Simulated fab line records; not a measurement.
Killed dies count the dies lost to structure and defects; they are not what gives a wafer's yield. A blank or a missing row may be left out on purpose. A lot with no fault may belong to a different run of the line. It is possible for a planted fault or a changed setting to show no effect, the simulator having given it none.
fab line records -- flow sky130 -- part 1 of 2: steps 1 to 26 of 35
[record] lots = 5, wafers = 15, lastDay = 49
route steps=708 shown METAL2@488 VIA2@507
lots that met no fault: taken from a fault-free run of the same line
startH: hours from the record's opening day to when the first of the lot's shown wafers began -- waitH: hours from the lot's prior step to this one -- " same as the row above -- L1.1+2: a single row standing in for several wafers -- - value missing, or start not given -- * or withheld: withheld -- < > ~ a bound
route shown NAME@n: NAME is a module with steps in the file, n the number in the route of the first one -- usual: mean/standard deviation taken from wafers without a fault -- same: alike in all rows -- chamber/n: place in a boat -- sites: readings site by site -- _std_site: the standard deviation of these -- _edge_site: the outer-site mean with the inner-site mean subtracted -- radiusMm: for every site, how far away it sits from the centre of the wafer -- mask NAME#n: copy n -- behind: the tool/chamber that last shaped the wafer -- hold: what put the lot on hold/how long, in hours/how the hold closed -- device: the transistor (n, p or np) that didn't switch -- end of line: tests of these same wafers at the route's end -- a step without rows: its recipe alone -- killed: dies lost to structure and defects at the first sort, not the wafer's yield -- map: per-die view of a wafer (x killed, . not killed, _ where there is no die)
set.NAME: the setting that was run; set.NAME@STEP: the one run at that earlier step -- model.NAME: the simulator's own value behind a step, which no gauge read
lots at some steps of the route; a table a step, a row a wafer
services: from which hour (startH, from the record's first day; less than 0 if before it) a tool's chamber was out of use, for how many hours, and why
[[steps]]
[step SKY_METAL2_RS_MEAS_05]
[recipe] thkMeasGauge = four-point-probe, reads = TiN_of_METAL2_SPUTTER_04+Ti_of_METAL2_SPUTTER_03+AlCu_of_METAL2_SPUTTER_02+TiN_of_METAL2_SPUTTER_01+Ti_of_METAL2_SPUTTER_00
[usual] METAL2_ALCU_RS = 0.1274/0.0014
lot.wafer,tool,chamber,startH,waitH,METAL2_ALCU_RS[ohm/sq]
L078.3,filmMetro-01,-,910.19,0.1,0.1284
L078.5,filmMetro-01,-,910.19,0.1,0.1287
L078.6,filmMetro-01,-,910.19,0.1,0.1284
L082.2,filmMetro-02,-,912.37,0.0,0.1258
L082.3,filmMetro-02,-,912.37,0.0,0.1268
L082.6,filmMetro-02,-,912.37,0.0,0.1263
L089.3,filmMetro-04,-,918.86,0.1,0.1278
L089.4,filmMetro-04,-,918.86,0.1,0.1255
L089.6,filmMetro-04,-,918.86,0.1,0.1273
L091.3,filmMetro-01,-,920.36,0.1,0.1287
L091.5,filmMetro-01,-,920.36,0.1,0.1291
L091.6,filmMetro-01,-,920.36,0.1,0.1267
L095.2,filmMetro-04,-,935.23,0.0,0.1269
L095.3,filmMetro-04,-,935.23,0.0,0.1274
L095.6,filmMetro-04,-,935.23,0.0,0.1273
[step SKY_METAL2_THK_MEAS_06]
[recipe] thkMeasGauge = xrf, reads = AlCu_of_METAL2_SPUTTER_02
[usual] METAL2_ALCU_THK = 244/3.2
lot.wafer,tool,chamber,startH,waitH,METAL2_ALCU_THK[nm]
L078.3,filmMetro-01,-,910.29,0.1,239
L078.5,filmMetro-01,-,910.29,0.1,238
L078.6,filmMetro-01,-,910.29,0.1,239
L082.2,filmMetro-02,-,912.48,0.1,247
L082.3,filmMetro-02,-,912.48,0.1,243
L082.6,filmMetro-02,-,912.48,0.1,247
L089.3,filmMetro-04,-,918.96,0.1,243
L089.4,filmMetro-04,-,918.96,0.1,246
L089.6,filmMetro-04,-,918.96,0.1,245
L091.3,filmMetro-01,-,920.46,0.1,238
L091.5,filmMetro-01,-,920.46,0.1,240
L091.6,filmMetro-01,-,920.46,0.1,242
L095.2,filmMetro-04,-,935.34,0.1,247
L095.3,filmMetro-04,-,935.34,0.1,245
L095.6,filmMetro-04,-,935.34,0.1,245
[step SKY_METAL2_DEHYDRATE_07]
[recipe] tempC = 200, timeS = 60
[usual] chillPlateTempC = 23.00/0.11
lot.wafer,tool,chamber,startH,waitH,chillPlateTempC
L078.3,lithoTrack-01,0,921.21,10.9,23.14
L078.5,lithoTrack-01,0,921.21,10.9,22.99
L078.6,lithoTrack-01,0,921.21,10.9,22.96
L082.2,lithoTrack-04,0,924.28,11.8,22.96
L082.3,lithoTrack-04,0,924.28,11.8,23.03
L082.6,lithoTrack-04,0,924.28,11.8,22.95
L089.3,lithoTrack-02,0,930.74,11.8,23.13
L089.4,lithoTrack-02,0,930.74,11.8,22.86
L089.6,lithoTrack-02,0,930.74,11.8,23.09
L091.3,lithoTrack-02,0,932.24,11.8,22.95
L091.5,lithoTrack-02,0,932.24,11.8,22.88
L091.6,lithoTrack-02,0,932.24,11.8,23.24
L095.2,lithoTrack-04,0,946.23,10.9,23.01
L095.3,lithoTrack-04,0,946.23,10.9,22.83
L095.6,lithoTrack-04,0,946.23,10.9,23.16
[step SKY_METAL2_HMDS_08]
[recipe] primeTimeS = 60, primeTempC = 120
[usual] chillPlateTempC = 23.00/0.11
lot.wafer,tool,chamber,startH,waitH,chillPlateTempC
L078.3,lithoTrack-01,0,921.36,0.1,23.12
L078.5,lithoTrack-01,0,921.36,0.1,23.04
L078.6,lithoTrack-01,0,921.36,0.1,23.08
L082.2,lithoTrack-04,0,924.43,0.1,23.02
L082.3,lithoTrack-04,0,924.43,0.1,23.15
L082.6,lithoTrack-04,0,924.43,0.1,22.97
L089.3,lithoTrack-02,0,930.89,0.1,23.07
L089.4,lithoTrack-02,0,930.89,0.1,22.85
L089.6,lithoTrack-02,0,930.89,0.1,22.90
L091.3,lithoTrack-02,0,932.39,0.1,23.03
L091.5,lithoTrack-02,0,932.39,0.1,22.91
L091.6,lithoTrack-02,0,932.39,0.1,23.08
L095.2,lithoTrack-04,0,946.38,0.1,22.98
L095.3,lithoTrack-04,0,946.38,0.1,22.96
L095.6,lithoTrack-04,0,946.38,0.1,22.87
[step SKY_METAL2_COAT_09]
[recipe] resist = BARC, tempC = withheld, timeS = withheld, spinRpm = 3000, resistThkNm = 60
[usual] chillPlateTempC = *, dispensePressureKPa = 47.3/2.2
lot.wafer,tool,chamber,startH,waitH,chillPlateTempC,dispensePressureKPa
L078.3,lithoTrack-01,0,921.51,0.1,*,45.3
L078.5,lithoTrack-01,0,921.51,0.1,*,45.3
L078.6,lithoTrack-01,0,921.51,0.1,*,45.2
L082.2,lithoTrack-04,0,924.58,0.1,*,50.0
L082.3,lithoTrack-04,0,924.58,0.1,*,50.0
L082.6,lithoTrack-04,0,924.58,0.1,*,50.1
L089.3,lithoTrack-02,0,931.04,0.1,*,46.0
L089.4,lithoTrack-02,0,931.04,0.1,*,45.9
L089.6,lithoTrack-02,0,931.04,0.1,*,45.9
L091.3,lithoTrack-02,0,932.54,0.1,*,46.0
L091.5,lithoTrack-02,0,932.54,0.1,*,46.0
L091.6,lithoTrack-02,0,932.54,0.1,*,46.0
L095.2,lithoTrack-04,0,946.53,0.1,*,50.1
L095.3,lithoTrack-04,0,946.53,0.1,*,50.0
L095.6,lithoTrack-04,0,946.53,0.1,*,50.0
[step SKY_METAL2_COAT_10]
[recipe] resist = KrF-thick, spinRpm = 3000, resistThkNm = 450
[usual] chillPlateTempC = 22.99/0.11, dispensePressureKPa = 47.3/2.2
lot.wafer,tool,chamber,startH,waitH,chillPlateTempC,dispensePressureKPa
L078.3,lithoTrack-01,0,-,-,22.92,45.3
L078.5,lithoTrack-01,0,-,-,23.02,45.3
L078.6,lithoTrack-01,0,-,-,23.01,45.3
L082.2,lithoTrack-04,0,-,-,23.04,50.0
L082.3,lithoTrack-04,0,-,-,23.09,50.1
L082.6,lithoTrack-04,0,-,-,22.95,50.0
L089.3,lithoTrack-02,0,-,-,23.01,45.9
L089.4,lithoTrack-02,0,-,-,23.05,46.0
L089.6,lithoTrack-02,0,-,-,22.94,46.0
L091.3,lithoTrack-02,0,-,-,23.13,46.0
L091.5,lithoTrack-02,0,-,-,22.96,46.0
L091.6,lithoTrack-02,0,-,-,22.96,45.9
L095.2,lithoTrack-04,0,-,-,22.89,50.0
L095.3,lithoTrack-04,0,-,-,23.03,50.1
L095.6,lithoTrack-04,0,-,-,23.18,50.0
[step SKY_METAL2_SOFTBAKE_11]
[recipe] tempC = 100, timeS = 90, resist = KrF-thick
[usual] chillPlateTempC = 23.00/0.091
lot.wafer,tool,chamber,startH,waitH,chillPlateTempC
L078.3,lithoTrack-01,0,-,-,22.85
L078.5,lithoTrack-01,0,-,-,22.92
L078.6,lithoTrack-01,0,-,-,22.93
L082.2,lithoTrack-04,0,-,-,23.03
L082.3,lithoTrack-04,0,-,-,22.98
L082.6,lithoTrack-04,0,-,-,22.88
L089.3,lithoTrack-02,0,-,-,22.92
L089.4,lithoTrack-02,0,-,-,22.95
L089.6,lithoTrack-02,0,-,-,22.85
L091.3,lithoTrack-02,0,-,-,23.00
L091.5,lithoTrack-02,0,-,-,23.21
L091.6,lithoTrack-02,0,-,-,22.94
L095.2,lithoTrack-04,0,-,-,23.13
L095.3,lithoTrack-04,0,-,-,23.03
L095.6,lithoTrack-04,0,-,-,23.02
[step SKY_METAL2_EXPOSE_12]
[recipe] maskId = MM2, na = 0.8, sourceShape = annular, sigmaInner = 0.55, sigmaOuter = 0.85, targetCdNm = 140, doseMj = 28
[same] na = 0.8
lot.wafer,tool,chamber,startH,waitH,mask
L078.3+5+6,krfScanner-01,0,-,-,MM2#0
L082.2+3+6,krfScanner-01,0,-,-,MM2#0
L089.3+4+6,krfScanner-02,0,-,-,MM2#0
L091.3+5+6,krfScanner-01,0,-,-,MM2#0
L095.2+3+6,krfScanner-01,0,-,-,MM2#0
[step SKY_METAL2_PEB_13]
[recipe] pebTempC = withheld, pebTimeS = withheld, resist = KrF-thick
[usual] chillPlateTempC = *
lot.wafer,tool,chamber,startH,waitH,chillPlateTempC
L078.3,lithoTrack-04,0,-,-,*
L078.5,lithoTrack-04,0,-,-,*
L078.6,lithoTrack-04,0,-,-,*
L082.2,lithoTrack-02,0,-,-,*
L082.3,lithoTrack-02,0,-,-,*
L082.6,lithoTrack-02,0,-,-,*
L089.3,lithoTrack-04,0,-,-,*
L089.4,lithoTrack-04,0,-,-,*
L089.6,lithoTrack-04,0,-,-,*
L091.3,lithoTrack-04,0,-,-,*
L091.5,lithoTrack-04,0,-,-,*
L091.6,lithoTrack-04,0,-,-,*
L095.2,lithoTrack-04,0,-,-,*
L095.3,lithoTrack-04,0,-,-,*
L095.6,lithoTrack-04,0,-,-,*
[step SKY_METAL2_DEVELOP_14]
[recipe] developTimeS = 60, resist = KrF-thick, devTempC = 21
[usual] chillPlateTempC = 22.99/0.11
[same] developTimeS = 60
lot.wafer,tool,chamber,startH,waitH,chillPlateTempC
L078.3,lithoTrack-04,0,-,-,23.11
L078.5,lithoTrack-04,0,-,-,23.09
L078.6,lithoTrack-04,0,-,-,23.03
L082.2,lithoTrack-02,0,-,-,23.01
L082.3,lithoTrack-02,0,-,-,22.93
L082.6,lithoTrack-02,0,-,-,23.07
L089.3,lithoTrack-04,0,-,-,22.92
L089.4,lithoTrack-04,0,-,-,22.85
L089.6,lithoTrack-04,0,-,-,22.84
L091.3,lithoTrack-04,0,-,-,22.97
L091.5,lithoTrack-04,0,-,-,22.86
L091.6,lithoTrack-04,0,-,-,23.16
L095.2,lithoTrack-04,0,-,-,22.76
L095.3,lithoTrack-04,0,-,-,22.97
L095.6,lithoTrack-04,0,-,-,22.84
[step SKY_METAL2_CD_MEAS_15]
[recipe] targetCdNm = 140
[usual] cdNm = 140.1/1.2
lot.wafer,tool,chamber,startH,waitH,cdNm
L078.3,cdSem-02,-,933.99,-,138.6
L078.5,cdSem-02,-,933.99,-,137.6
L078.6,cdSem-02,-,933.99,-,139.1
L082.2,cdSem-01,-,936.76,-,137.1
L082.3,cdSem-01,-,936.76,-,138.2
L082.6,cdSem-01,-,936.76,-,138.6
L089.3,cdSem-01,-,943.29,-,140.5
L089.4,cdSem-01,-,943.29,-,140.5
L089.6,cdSem-01,-,943.29,-,138.8
L091.3,cdSem-01,-,944.64,-,140.1
L091.5,cdSem-01,-,944.64,-,139.3
L091.6,cdSem-01,-,944.64,-,140.4
L095.2,cdSem-01,-,959.65,-,139.9
L095.3,cdSem-01,-,959.65,-,140.1
L095.6,cdSem-01,-,959.65,-,139.2
[step SKY_METAL2_OVL_MEAS_16]
[usual] METAL2_OVL = -5/5.3
lot.wafer,tool,chamber,startH,waitH,METAL2_OVL[nm]
L078.3,overlay-02,-,934.08,0.1,-12
L078.5,overlay-02,-,934.08,0.1,-3
L078.6,overlay-02,-,934.08,0.1,-4
L082.2,overlay-01,-,936.87,0.1,-1
L082.3,overlay-01,-,936.87,0.1,-5
L082.6,overlay-01,-,936.87,0.1,-3
L089.3,overlay-01,-,943.38,0.1,-5
L089.4,overlay-01,-,943.38,0.1,4
L089.6,overlay-01,-,943.38,0.1,-1
L091.3,overlay-01,-,944.73,0.1,2
L091.5,overlay-01,-,944.73,0.1,1
L091.6,overlay-01,-,944.73,0.1,6
L095.2,overlay-02,-,959.76,0.1,-3
L095.3,overlay-02,-,959.76,0.1,-1
L095.6,overlay-02,-,959.76,0.1,-6
[step SKY_METAL2_DESCUM_17]
[recipe] chemistry = O2, sourcePowerW = 150, biasPowerW = 0, pressureMtorr = 10, tempC = 40, timeS = 8
[usual] drypumpMotorCurrentA = 5.7/0.43, oesProductAu = 0.997/0.014
lot.wafer,tool,chamber,startH,waitH,drypumpMotorCurrentA,oesProductAu,rfHoursCounterH
L078.3,rieMetal-04,1,934.12,0.0,5.2,0.984,-
L078.5,rieMetal-04,0,934.12,0.0,5.9,0.997,-
L078.6,rieMetal-04,1,934.12,0.0,5.2,0.990,-
L082.2,rieMetal-04,1,936.90,0.0,5.2,0.991,12
L082.3,rieMetal-04,1,936.90,0.0,5.2,0.987,-
L082.6,rieMetal-04,0,936.90,0.0,5.9,0.998,-
L089.3,rieMetal-02,0,943.42,0.0,6.5,1.000,-
L089.4,rieMetal-02,1,943.42,0.0,5.3,1.021,-
L089.6,rieMetal-02,0,943.42,0.0,6.5,0.995,-
L091.3,rieMetal-04,0,944.77,0.0,5.8,0.998,-
L091.5,rieMetal-04,1,944.77,0.0,5.2,0.998,-
L091.6,rieMetal-04,0,944.77,0.0,5.8,0.992,-
L095.2,rieMetal-04,1,959.79,0.0,5.2,0.998,13
L095.3,rieMetal-04,0,959.79,0.0,5.8,1.007,-
L095.6,rieMetal-04,1,959.79,0.0,5.2,0.991,-
[step SKY_METAL2_ETCH_18]
[recipe] chemistry = N2/H2, target = BARC, ionEnergyEv = 200, biasW = 100, pressureMtorr = 30, n2FlowSccm = 100, h2FlowSccm = 200, icpW = 500, stopOn = SiO2, timeS = 45.9, targetDepthA = 600
[usual] biasW = 99.99/0.3, drypumpMotorCurrentA = 5.8/0.43, oesProductAu = 0.855/0.0048, throttleValvePct = 13.225/0.0084
lot.wafer,tool,chamber,startH,waitH,biasW,drypumpMotorCurrentA,oesProductAu,rfHoursCounterH,throttleValvePct
L078.3,rieMetal-04,1,934.16,0.0,99.54,5.2,0.854,-,13.227
L078.5,rieMetal-04,0,934.16,0.0,99.73,5.9,0.853,-,13.219
L078.6,rieMetal-04,1,934.16,0.0,99.64,5.2,0.850,-,13.225
L082.2,rieMetal-04,1,936.93,0.0,99.60,5.2,0.858,12,13.243
L082.3,rieMetal-04,1,936.93,0.0,100.24,5.3,0.859,-,13.213
L082.6,rieMetal-04,0,936.93,0.0,100.00,5.9,0.852,-,13.230
L089.3,rieMetal-02,0,943.46,0.0,99.50,6.5,0.855,-,13.225
L089.4,rieMetal-02,1,943.46,0.0,99.86,5.3,0.855,-,13.232
L089.6,rieMetal-02,0,943.46,0.0,99.38,6.5,0.850,-,13.217
L091.3,rieMetal-04,0,944.81,0.0,100.04,5.9,0.857,-,13.224
L091.5,rieMetal-04,1,944.81,0.0,100.26,5.2,0.853,-,13.233
L091.6,rieMetal-04,0,944.81,0.0,99.75,5.9,0.854,-,13.222
L095.2,rieMetal-04,1,959.82,0.0,100.25,5.2,0.854,13,13.224
L095.3,rieMetal-04,0,959.82,0.0,100.01,5.8,0.858,-,13.223
L095.6,rieMetal-04,1,959.82,0.0,100.42,5.2,0.856,-,13.240
[step SKY_METAL2_METAL_ETCH_19]
[recipe] targetDepthA = 3600, stopOn = SiO2, overEtchFrac = 0.3, timeS = 78, chemistry = Cl2/BCl3, resistSidewallDeg = 88, pressureMtorr = 10, icpW = 900, biasW = 48.5, Cl2_flow_sccm = 60, bcl3FlowSccm = 30
[usual] biasW = 48.49/0.13, drypumpMotorCurrentA = 5.8/0.43, oesProductAu = 0.854/0.0062, throttleValvePct = 22.264/0.01
lot.wafer,tool,chamber,startH,waitH,biasW,drypumpMotorCurrentA,oesProductAu,rfHoursCounterH,throttleValvePct
L078.3,rieMetal-04,1,934.23,0.1,48.44,5.2,0.844,-,22.270
L078.5,rieMetal-04,0,934.23,0.1,48.54,5.9,0.842,-,22.270
L078.6,rieMetal-04,1,934.23,0.1,48.49,5.2,0.849,-,22.262
L082.2,rieMetal-04,1,936.99,0.0,48.50,5.2,0.855,12,22.262
L082.3,rieMetal-04,1,936.99,0.0,48.41,5.2,0.856,-,22.291
L082.6,rieMetal-04,0,936.99,0.0,48.51,5.9,0.860,-,22.237
L089.3,rieMetal-02,0,943.53,0.1,48.52,6.5,0.854,-,22.264
L089.4,rieMetal-02,1,943.53,0.1,48.42,5.3,0.857,-,22.259
L089.6,rieMetal-02,0,943.53,0.1,48.63,6.5,0.860,-,22.267
L091.3,rieMetal-04,0,944.88,0.1,48.27,5.9,0.845,-,22.271
L091.5,rieMetal-04,1,944.88,0.1,48.54,5.2,0.848,-,22.275
L091.6,rieMetal-04,0,944.88,0.1,48.41,5.9,0.866,-,22.266
L095.2,rieMetal-04,1,959.88,0.0,48.48,5.2,0.858,13,22.271
L095.3,rieMetal-04,0,959.88,0.0,48.09,5.8,0.852,-,22.251
L095.6,rieMetal-04,1,959.88,0.0,48.59,5.3,0.855,-,22.256
[step SKY_METAL2_STRIP_20]
[recipe] chemistry = O2/N2, powerW = 1400, pressureMtorr = 1500, platenTempC = withheld, o2FlowSccm = 3000, n2FlowSccm = 300, overashFraction = 0.5
[usual] drypumpMotorCurrentA = 5.8/0.66, oesProductAu = 0.343/0.0055, stripTimeToEndpointS = 2.70/0.067
lot.wafer,tool,chamber,startH,waitH,drypumpMotorCurrentA,oesProductAu,rfHoursCounterH,stripTimeToEndpointS
L078.3,plasmaAsher-04,0,934.32,0.1,5.3,0.337,-,2.75
L078.5,plasmaAsher-04,1,934.32,0.1,6.5,0.349,-,2.67
L078.6,plasmaAsher-04,0,934.32,0.1,5.3,0.351,-,2.72
L082.2,plasmaAsher-04,1,937.08,0.1,6.5,0.341,21,2.78
L082.3,plasmaAsher-04,0,937.08,0.1,5.2,0.348,-,2.76
L082.6,plasmaAsher-04,0,937.08,0.1,5.2,0.347,-,2.73
L089.3,plasmaAsher-04,1,943.62,0.1,6.5,0.349,-,2.70
L089.4,plasmaAsher-04,0,943.62,0.1,5.3,0.337,-,2.55
L089.6,plasmaAsher-04,1,943.62,0.1,6.5,0.351,-,2.75
L091.3,plasmaAsher-02,1,944.97,0.1,5.3,0.341,-,2.69
L091.5,plasmaAsher-02,0,944.97,0.1,6.8,0.341,-,2.72
L091.6,plasmaAsher-02,1,944.97,0.1,5.4,0.345,-,2.64
L095.2,plasmaAsher-03,0,959.97,0.1,5.8,0.354,56,2.77
L095.3,plasmaAsher-03,0,959.97,0.1,5.8,0.345,-,2.74
L095.6,plasmaAsher-03,0,959.97,0.1,5.8,0.332,-,2.79
[step SKY_METAL2_STRIP_21]
[recipe] chemistry = postEtchResidueRemover, timeS = 1200, tempC = 72.5
lot.wafer,tool,chamber,startH,waitH
L078.3+5+6,wetBench-02,2,934.39,0.0
L082.2+3+6,wetBench-02,2,937.18,0.1
L089.3+4+6,wetBench-01,2,943.69,0.0
L091.3+5+6,wetBench-03,2,945.04,0.0
L095.2+3+6,wetBench-01,2,960.07,0.1
[step SKY_METAL2_CLEAN_22]
[recipe] chemistry = IPA, timeS = 180, tempC = 25
lot.wafer,tool,chamber,startH,waitH
L078.3+5+6,wetBench-03,0,934.73,0.0
L082.2+3+6,wetBench-01,0,937.52,0.0
L089.3+4+6,wetBench-02,0,944.03,0.0
L091.3+5+6,wetBench-01,1,945.38,0.0
L095.2+3+6,wetBench-03,3,960.41,0.0
[step SKY_METAL2_CLEAN_23]
[recipe] chemistry = O3/DIW, dry = n2Spin
lot.wafer,tool,chamber,startH,waitH
L078.3+5+6,wetBench-01,1,934.79,0.0
L082.2+3+6,wetBench-02,3,937.58,0.0
L089.3+4+6,wetBench-01,2,944.09,0.0
L091.3+5+6,wetBench-02,0,945.45,0.0
L095.2+3+6,wetBench-02,1,960.47,0.0
[step SKY_VIA2_HDPCVD_00]
[recipe] material = SiO2, targetThkNm = 1180, sigmaOpenFrac = 0.3, timeS = 196.7, tempC = 400, sih4FlowSccm = 60, pressureMtorr = 6
lot.wafer,tool,chamber,startH,waitH
L078.3+5+6,hdpcvd-01,"1,1,0",934.88,0.0
L082.2+3+6,hdpcvd-01,"0,2,2",937.67,0.0
L089.3+4+6,hdpcvd-01,"2,2,0",944.18,0.0
L091.3+5+6,hdpcvd-01,"1,1,0",945.54,0.0
L095.2+3+6,hdpcvd-01,"2,0,0",960.57,0.0
[step SKY_VIA2_THK_MEAS_01]
[recipe] reads = SiO2_of_VIA2_HDPCVD_00
[usual] VIA2_HDPCVD_THK = 1169/14
lot.wafer,tool,chamber,startH,waitH,VIA2_HDPCVD_THK[nm]
L078.3,filmMetro-01,-,935.03,0.1,1161
L078.5,filmMetro-01,-,935.03,0.1,1155
L078.6,filmMetro-01,-,935.03,0.1,1182
L082.2,filmMetro-01,-,937.81,0.1,1174
L082.3,filmMetro-01,-,937.81,0.1,1184
L082.6,filmMetro-01,-,937.81,0.1,1191
L089.3,filmMetro-02,-,944.33,0.1,1174
L089.4,filmMetro-02,-,944.33,0.1,1173
L089.6,filmMetro-02,-,944.33,0.1,1160
L091.3,filmMetro-03,-,945.68,0.1,1150
L091.5,filmMetro-03,-,945.68,0.1,1157
L091.6,filmMetro-03,-,945.68,0.1,1165
L095.2,filmMetro-03,-,960.71,0.1,1187
L095.3,filmMetro-03,-,960.71,0.1,1183
L095.6,filmMetro-03,-,960.71,0.1,1182
[step SKY_VIA2_CMP_02]
[recipe] material = SiO2, downForcePsi = 4, platenRpm = 60, padVelocityMS = 0.94248
[usual] motorCurrentA = 11.9/1.2
lot.wafer,tool,chamber,startH,waitH,motorCurrentA
L078.3,cmp-01,3,935.22,0.2,11.9
L078.5,cmp-01,0,935.22,0.2,13.0
L078.6,cmp-01,1,935.22,0.2,10.2
L082.2,cmp-02,2,938.02,0.2,11.4
L082.3,cmp-02,0,938.02,0.2,10.6
L082.6,cmp-02,3,938.02,0.2,12.5
L089.4,cmp-01,1,944.47,0.1,11.1
L089.3,cmp-01,2,944.47,0.1,13.9
L089.6,cmp-01,0,944.47,0.1,13.4
L091.3,cmp-02,2,945.87,0.2,11.6
L091.6,cmp-02,3,945.87,0.2,12.8
L091.5,cmp-02,0,945.87,0.2,10.0
L095.2,cmp-02,0,960.86,0.1,10.8
L095.3,cmp-02,1,960.86,0.1,11.3
L095.6,cmp-02,3,960.86,0.1,12.6
[step SKY_VIA2_BOW_MEAS_03]
[recipe] mode = bow
[usual] VIA2_BOW = 86/7.7
lot.wafer,tool,chamber,startH,waitH,VIA2_BOW[um]
L078.3,filmMetro-03,-,935.41,0.1,92
L078.5,filmMetro-03,-,935.41,0.1,87
L078.6,filmMetro-03,-,935.41,0.1,89
L082.2,filmMetro-02,-,938.34,0.3,97
L082.3,filmMetro-02,-,938.34,0.3,86
L082.6,filmMetro-02,-,938.34,0.3,80
L089.3,filmMetro-01,-,944.71,0.1,84
L089.4,filmMetro-01,-,944.71,0.1,83
L089.6,filmMetro-01,-,944.71,0.1,82
L091.3,filmMetro-02,-,946.06,0.1,72
L091.5,filmMetro-02,-,946.06,0.1,81
L091.6,filmMetro-02,-,946.06,0.1,87
L095.2,filmMetro-01,-,961.08,0.2,74
L095.3,filmMetro-01,-,961.08,0.2,63
L095.6,filmMetro-01,-,961.08,0.2,81
[step SKY_VIA2_DEHYDRATE_04]
[recipe] tempC = 200, timeS = 60
[usual] chillPlateTempC = 23.01/0.093
lot.wafer,tool,chamber,startH,waitH,chillPlateTempC
L078.3,lithoTrack-03,0,946.31,10.9,23.08
L078.5,lithoTrack-03,0,946.31,10.9,23.13
L078.6,lithoTrack-03,0,946.31,10.9,22.92
L082.2,lithoTrack-01,0,950.93,12.6,23.05
L082.3,lithoTrack-01,0,950.93,12.6,22.95
L082.6,lithoTrack-01,0,950.93,12.6,22.98
L089.3,lithoTrack-03,0,957.11,12.4,23.00
L089.4,lithoTrack-03,0,957.11,12.4,22.99
L089.6,lithoTrack-03,0,957.11,12.4,23.09
L091.3,lithoTrack-03,0,958.26,12.2,22.76
L091.5,lithoTrack-03,0,958.26,12.2,23.01
L091.6,lithoTrack-03,0,958.26,12.2,22.76
L095.2,lithoTrack-03,0,972.18,11.1,23.20
L095.3,lithoTrack-03,0,972.18,11.1,22.94
L095.6,lithoTrack-03,0,972.18,11.1,22.83
[step SKY_VIA2_HMDS_05]
[recipe] primeTimeS = 60, primeTempC = 120
[usual] chillPlateTempC = 22.99/0.1
lot.wafer,tool,chamber,startH,waitH,chillPlateTempC
L078.3,lithoTrack-03,0,946.46,0.1,22.84
L078.5,lithoTrack-03,0,946.46,0.1,22.85
L078.6,lithoTrack-03,0,946.46,0.1,22.78
L082.2,lithoTrack-01,0,951.08,0.1,22.90
L082.3,lithoTrack-01,0,951.08,0.1,22.89
L082.6,lithoTrack-01,0,951.08,0.1,22.91
L089.3,lithoTrack-03,0,957.26,0.1,22.87
L089.4,lithoTrack-03,0,957.26,0.1,22.99
L089.6,lithoTrack-03,0,957.26,0.1,22.97
L091.3,lithoTrack-03,0,958.41,0.1,23.01
L091.5,lithoTrack-03,0,958.41,0.1,22.91
L091.6,lithoTrack-03,0,958.41,0.1,22.98
L095.2,lithoTrack-03,0,972.33,0.1,23.11
L095.3,lithoTrack-03,0,972.33,0.1,23.03
L095.6,lithoTrack-03,0,972.33,0.1,23.12
[step SKY_VIA2_COAT_06]
[recipe] resist = BARC, tempC = withheld, timeS = withheld, spinRpm = 3000, resistThkNm = 60
[usual] chillPlateTempC = *, dispensePressureKPa = 48.0/3
lot.wafer,tool,chamber,startH,waitH,chillPlateTempC,dispensePressureKPa
L078.3,lithoTrack-03,0,946.61,0.1,*,51.6
L078.5,lithoTrack-03,0,946.61,0.1,*,51.6
L078.6,lithoTrack-03,0,946.61,0.1,*,51.5
L082.2,lithoTrack-01,0,951.23,0.1,*,45.3
L082.3,lithoTrack-01,0,951.23,0.1,*,45.3
L082.6,lithoTrack-01,0,951.23,0.1,*,45.3
L089.3,lithoTrack-03,0,957.41,0.1,*,51.5
L089.4,lithoTrack-03,0,957.41,0.1,*,51.6
L089.6,lithoTrack-03,0,957.41,0.1,*,51.6
L091.3,lithoTrack-03,0,958.56,0.1,*,51.6
L091.5,lithoTrack-03,0,958.56,0.1,*,51.6
L091.6,lithoTrack-03,0,958.56,0.1,*,51.5
L095.2,lithoTrack-03,0,972.48,0.1,*,51.5
L095.3,lithoTrack-03,0,972.48,0.1,*,51.5
L095.6,lithoTrack-03,0,972.48,0.1,*,51.5
